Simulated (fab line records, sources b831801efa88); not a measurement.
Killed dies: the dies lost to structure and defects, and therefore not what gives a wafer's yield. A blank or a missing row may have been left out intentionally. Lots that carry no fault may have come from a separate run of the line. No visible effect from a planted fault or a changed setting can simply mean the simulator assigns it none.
Comparing a struck lot with a sound one / flow sky130 / 42 out of 708 route steps
Sound: wafers L176.2, L176.4, L176.6. Wafers L186.4, L186.5, L186.6 were the ones struck. The cause comes at the end.
Per side, at each step with rows, come the tool, then ch with its chambers, and then its first start. Under that, the readings that differ: sound wafers / struck wafers / difference of the means / sigmas: that difference in standard deviations of wafers without a fault.
alike: readings with means less than 2 such deviations apart, plus words and numbers identical on both sides. not compared: withheld readings, readings lacking a value on some wafer, bounds such as >300 that could conceal the same value, and numbers that have no deviation in the record and whose values overlap.
A row with sigmas, a row that says differs or no value, or rows on one side alone: a step with any of these is where the two part. Non-overlapping numbers with no deviation appear without sigmas and do not part them. A reading that every wafer of one side lacks parts them only if that side has two wafers or more.

SKY_NWELL_RS_MEAS_29: measures by four-point-probe.
  sound on film metro-04 at day 6 07:50; struck on film metro-03 at day 8 15:28
  alike: NWELL_RS
SKY_NWELL_RS_MEAS_31: measures by four-point-probe.
  sound on film metro-04 at day 6 08:05; struck on film metro-03 at day 8 15:43
  alike: PWDE_RS
then, 7 steps without rows for these wafers: SKY_VT_ADJUST_HVTP_DEHYDRATE_00 (time 60 s); SKY_VT_ADJUST_HVTP_HMDS_01 (prime time 60 s); SKY_VT_ADJUST_HVTP_COAT_02 (resist thk 1147 nm); SKY_VT_ADJUST_HVTP_SOFTBAKE_03 (time 60 s); SKY_VT_ADJUST_HVTP_EXPOSE_04 (exposes mask HVTPM, target cd 380 nm); SKY_VT_ADJUST_HVTP_PEB_05; SKY_VT_ADJUST_HVTP_DEVELOP_06 (develop time 60 s).
SKY_VT_ADJUST_HVTP_CD_MEAS_07 targets a cd of 380 nm.
  sound on cd sem-02 at day 7 00:58; struck on cd sem-01 at day 9 12:44
  alike: cd nm
SKY_VT_ADJUST_HVTP_OVL_MEAS_08:
  sound on overlay-02 at day 7 01:04; struck on overlay-02 at day 9 12:49
  alike: VT_ADJUST_HVTP_OVL
SKY_VT_ADJUST_HVTP_IMPLANT_09:
  sound on implanter-01 ch 0, day 7 01:07; struck on implanter-01 ch 0, day 9 12:55
SKY_VT_ADJUST_HVTP_STRIP_10: strips in O2/N2.
  sound on plasma asher-03 ch 0,1, day 7 01:14; struck on plasma asher-03 ch 0,1, day 9 13:01
  alike: drypump motor current A, oes product au, strip time to endpoint s
  not compared: rf hours counter h
SKY_VT_ADJUST_HVTP_TW_MEAS_11:
  sound on film metro-04 at day 7 01:21; struck on film metro-03 at day 9 13:07
  alike: VT_ADJUST_HVTP_TW
then, 7 steps without rows for these wafers: SKY_VT_ADJUST_LVTN_DEHYDRATE_00 (time 60 s); SKY_VT_ADJUST_LVTN_HMDS_01 (prime time 60 s); SKY_VT_ADJUST_LVTN_COAT_02 (resist thk 3000 nm); SKY_VT_ADJUST_LVTN_SOFTBAKE_03; SKY_VT_ADJUST_LVTN_EXPOSE_04 (exposes mask NWM COMPLEMENT LESS NATIVE, target cd 840 nm); SKY_VT_ADJUST_LVTN_PEB_05; SKY_VT_ADJUST_LVTN_DEVELOP_06 (develop time 62.75 s).
SKY_VT_ADJUST_LVTN_OVL_MEAS_07:
  sound on overlay-02 at day 7 20:19; struck on overlay-01 at day 10 11:41
  alike: VT_ADJUST_LVTN_OVL
then, 1 step without rows for these wafers: SKY_VT_ADJUST_LVTN_IMPLANT_08.
SKY_VT_ADJUST_LVTN_STRIP_09: strips in O2/N2.
  sound on plasma asher-02 ch 0,1, day 7 20:30; struck on plasma asher-04 ch 0,1, day 10 11:53
  alike: drypump motor current A, oes product au, strip time to endpoint s
  not compared: rf hours counter h
SKY_VT_ADJUST_LVTN_TW_MEAS_10:
  sound on film metro-02 at day 7 20:37; struck on film metro-04 at day 10 11:59
reading=VT_ADJUST_LVTN_TW; sound=246.2 246.7 245.5; struck=239.3 237.4 239.1; difference=-7.5; sigmas=-3
then, 7 steps without rows for these wafers: SKY_VT_ADJUST_LVTN_DEHYDRATE_11 (time 60 s); SKY_VT_ADJUST_LVTN_HMDS_12 (prime time 60 s); SKY_VT_ADJUST_LVTN_COAT_13 (resist thk 1140 nm); SKY_VT_ADJUST_LVTN_SOFTBAKE_14 (time 60 s); SKY_VT_ADJUST_LVTN_EXPOSE_15 (exposes mask HVN STD DERIVED, target cd 600 nm); SKY_VT_ADJUST_LVTN_PEB_16; SKY_VT_ADJUST_LVTN_DEVELOP_17 (develop time 60 s).
SKY_VT_ADJUST_LVTN_OVL_MEAS_18:
  sound on overlay-01 at day 8 16:44; struck on overlay-02 at day 11 11:35
  alike: VT_ADJUST_LVTN_01_OVL
then, 1 step without rows for these wafers: SKY_VT_ADJUST_LVTN_IMPLANT_19.
SKY_VT_ADJUST_LVTN_STRIP_20: strips in O2/N2.
  sound on plasma asher-04 ch 0,1, day 8 16:55; struck on plasma asher-01 ch 0,1, day 11 11:47
  alike: drypump motor current A, oes product au, strip time to endpoint s
  not compared: rf hours counter h
SKY_VT_ADJUST_LVTN_TW_MEAS_21:
  sound on film metro-01 at day 8 17:02; struck on film metro-04 at day 11 11:53
reading=VT_ADJUST_LVTN_2_TW; sound=190.1 190.5 190.4; struck=184.6 185.4 184.4; difference=-5.5; sigmas=-2
then, 5 steps without rows for these wafers: SKY_VT_ADJUST_NCORE_DEHYDRATE_00 (time 60 s); SKY_VT_ADJUST_NCORE_HMDS_01 (prime time 60 s); SKY_VT_ADJUST_NCORE_COAT_02 (resist thk 1140 nm); SKY_VT_ADJUST_NCORE_SOFTBAKE_03 (time 60 s); SKY_VT_ADJUST_NCORE_EXPOSE_04 (exposes mask LVTN COMPLEMENT THIN, target cd 380 nm).
-- here the record skips 37 days between the struck wafers' starts before and after, leaving off in module VT_ADJUST_NCORE and picking up in module PAD_OPEN (first step shown: number 708 of the route) --
SKY_PAD_OPEN_PROBE_99:
  sound on prober-01 at day 46 17:23; struck on prober-01 at day 48 19:20
reading=model.etest.tip p.rs ohm sq range; sound=245.3 190.1 247.5; struck=788 728.1 628.5; difference=+487; sigmas=
reading=model.etest.pfet_01v8.drive ua um range; sound=7.067 4.559 4.951; struck=27.32 30.9 27.62; difference=+23.09; sigmas=
reading=model.etest.pfet_01v8.vt v range; sound=0.008545 0.009119 0.007171; struck=0.1011 0.09486 0.1041; difference=+0.0917; sigmas=
  alike: killed_at_M0_to_M3, killed_at_M4_up, killed at contacts, killed at front end, killed at other, killed dies, killed open, killed short

WHERE THEY PART
Earliest at SKY_VT_ADJUST_LVTN_TW_MEAS_10; latest, in this record, at SKY_VT_ADJUST_LVTN_TW_MEAS_21. Later steps at which nothing parts them and some readings are alike: SKY_PAD_OPEN_PROBE_99.

WHY: whatever the simulator had introduced
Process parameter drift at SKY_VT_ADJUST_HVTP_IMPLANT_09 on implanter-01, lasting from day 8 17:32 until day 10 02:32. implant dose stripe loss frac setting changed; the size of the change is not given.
